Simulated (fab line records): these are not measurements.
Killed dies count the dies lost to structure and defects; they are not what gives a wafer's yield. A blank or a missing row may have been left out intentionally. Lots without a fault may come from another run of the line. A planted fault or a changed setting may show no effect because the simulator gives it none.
Struck lot and sound lot, side by side ; flow sky130 ; 14 steps out of a route of 708
Sound: the wafers L795.2, L795.3, L795.6. Wafers L810.1, L810.2, L810.5 were the ones struck. Last of all comes the cause.
Order at every step that has rows: each side's tool, ch and its chambers, its first start. Under that, the readings that differ: sound wafers ; struck wafers ; difference of the means ; sigmas: that difference in standard deviations of wafers without a fault.
alike: a reading whose means differ by less than 2 such deviations, as well as words and numbers matching on both sides. not compared: withheld readings; readings where some wafer has no value; bounds like >300 that might hide an equal value; numbers whose values overlap and for which the record gives no deviation.
The two part at a step that has a row with sigmas, a row that says differs or no value, or rows on one side only. Numbers that have no deviation but don't overlap get no sigmas and don't part them. A reading that every wafer of one side lacks parts them only if that side has two wafers or more.

first, 3 steps without rows for these wafers: SKY_METAL4_CLEAN_21 (cleans in IPA, time 180 s); SKY_METAL4_CLEAN_22 (cleans in O3/DIW); SKY_VIA4_HDPCVD_00 (deposits SiO2, target thk 1750 nm, time 291.7 s).
SKY_VIA4_THK_MEAS_01:
  sound: filmMetro-01 at day 42 18:05; struck: filmMetro-03 at day 46 12:26
  alike: VIA4_HDPCVD_THK
SKY_VIA4_CMP_02: polishes SiO2.
  sound on cmp-02 ch 1,2,3, day 42 18:14; struck on cmp-01 ch 1,2, day 46 12:33
  alike: motorCurrentA
SKY_VIA4_BOW_MEAS_03:
  sound: filmMetro-02 at day 42 18:27; struck: filmMetro-01 at day 46 12:48
  alike: VIA4_BOW
then, 6 steps without rows for these wafers: SKY_VIA4_DEHYDRATE_04 (time 60 s); SKY_VIA4_HMDS_05 (prime time 60 s); SKY_VIA4_COAT_06 (resist thk 1140 nm); SKY_VIA4_SOFTBAKE_07 (time 58.38 s); SKY_VIA4_EXPOSE_08 (exposes mask VIM4, target cd 800 nm); SKY_VIA4_PEB_09.
SKY_VIA4_DEVELOP_10: develop time 60 s.
  sound on lithoTrack-03 ch 0, day 43 16:11; struck on lithoTrack-01, day 47 08:31
  no value came back on the struck wafers for chillPlateTempC (C), developTimeS (s); on the sound wafers chillPlateTempC (C) reads 22.92 22.91 22.87
SKY_VIA4_OVL_MEAS_11:
  sound: overlay-01 at day 43 16:19; struck: overlay-02 at day 47 08:40
reading;sound;struck;difference;sigmas
VIA4_OVL (nm);-1.0 1.0 0.1;- - -;no value on the struck wafers;

== WHERE THEY PART ==
Last at SKY_VIA4_OVL_MEAS_11 as far as this record goes, first at SKY_VIA4_DEVELOP_10.

WHY: whatever the simulator had introduced
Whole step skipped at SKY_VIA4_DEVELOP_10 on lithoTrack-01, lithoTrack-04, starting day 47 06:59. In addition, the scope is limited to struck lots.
